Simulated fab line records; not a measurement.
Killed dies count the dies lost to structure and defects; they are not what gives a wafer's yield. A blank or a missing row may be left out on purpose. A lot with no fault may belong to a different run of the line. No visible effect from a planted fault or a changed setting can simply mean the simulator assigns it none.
Comparing a struck lot with a sound one :: flow gf180mcu :: 12 out of 602 route steps
Sound: wafers L115.3, L115.5, L115.6. Wafers L132.2, L132.5, L132.6 were the ones struck. The cause is named last.
For every step that has rows: the tool of each side, followed by ch and its chambers, followed by its first start. Under that, the readings that differ: sound wafers :: struck wafers :: difference of the means :: sigmas: that difference in standard deviations of wafers without a fault.
alike: readings whose means differ by less than 2 such deviations, and words and numbers that are the same on both sides. not compared: withheld readings, readings that some wafer has no value for, bounds like >300 that may hide the same value, and numbers for which the record gives no deviation and whose values overlap.
Wherever a step has rows on one side only, a row that says differs or no value, or a row with sigmas, the two part there. Numbers that don't overlap but have no deviation are shown without sigmas and don't part them. Lack of a reading on every wafer of one side parts them only where that side has two or more wafers.

GF_STI_BOW_MEAS_00:
  sound: filmMetro-01 at day 1 10:02; struck: filmMetro-02 at day 4 23:01
  alike: INCOMING_BOW
then, 1 step without rows for these wafers: GF_STI_OXIDATION_01 (stabilise 600 s, purge 300 s, target thk 10 nm).
GF_STI_THK_MEAS_02:
  sound: filmMetro-02 at day 1 11:32; struck: filmMetro-03 at day 5 00:31
reading: STI_OXIDATION_THK (nm)
sound: 9.66 9.65 9.83
struck: 9.99 10.25 10.18
difference: +0.43
sigmas: +2
then, 1 step without rows for these wafers: GF_STI_CVD_03 (deposits Si3N4 from DCS/NH3, target thk 207.16 nm, time 3551 s).
GF_STI_THK_MEAS_04:
  sound: filmMetro-02 at day 1 13:35; struck: filmMetro-01 at day 5 02:34
  alike: STI_CVD_03_THK
then, 5 steps without rows for these wafers: GF_STI_DEHYDRATE_05 (time 60 s); GF_STI_HMDS_06 (prime time 60 s); GF_STI_COAT_07 (resist thk 700 nm); GF_STI_SOFTBAKE_08 (time 60 s); GF_STI_EXPOSE_09 (exposes mask COMP, target cd 220 nm).
GF_STI_PEB_10: peb time 90 s.
  struck on lithoTrack-03, day 5 16:13; sound on lithoTrack-01 ch 0, day 2 00:52
  no value came back on the struck wafers for chillPlateTempC (C), exhaustPa (Pa); on the sound wafers chillPlateTempC (C) reads 23.13 23.14 22.96
then, 1 step without rows for these wafers: GF_STI_DEVELOP_11 (develop time 60 s).

== WHERE THEY PART ==
Last at GF_STI_PEB_10 as far as this record goes, first at GF_STI_THK_MEAS_02.

WHY: whatever the simulator had introduced
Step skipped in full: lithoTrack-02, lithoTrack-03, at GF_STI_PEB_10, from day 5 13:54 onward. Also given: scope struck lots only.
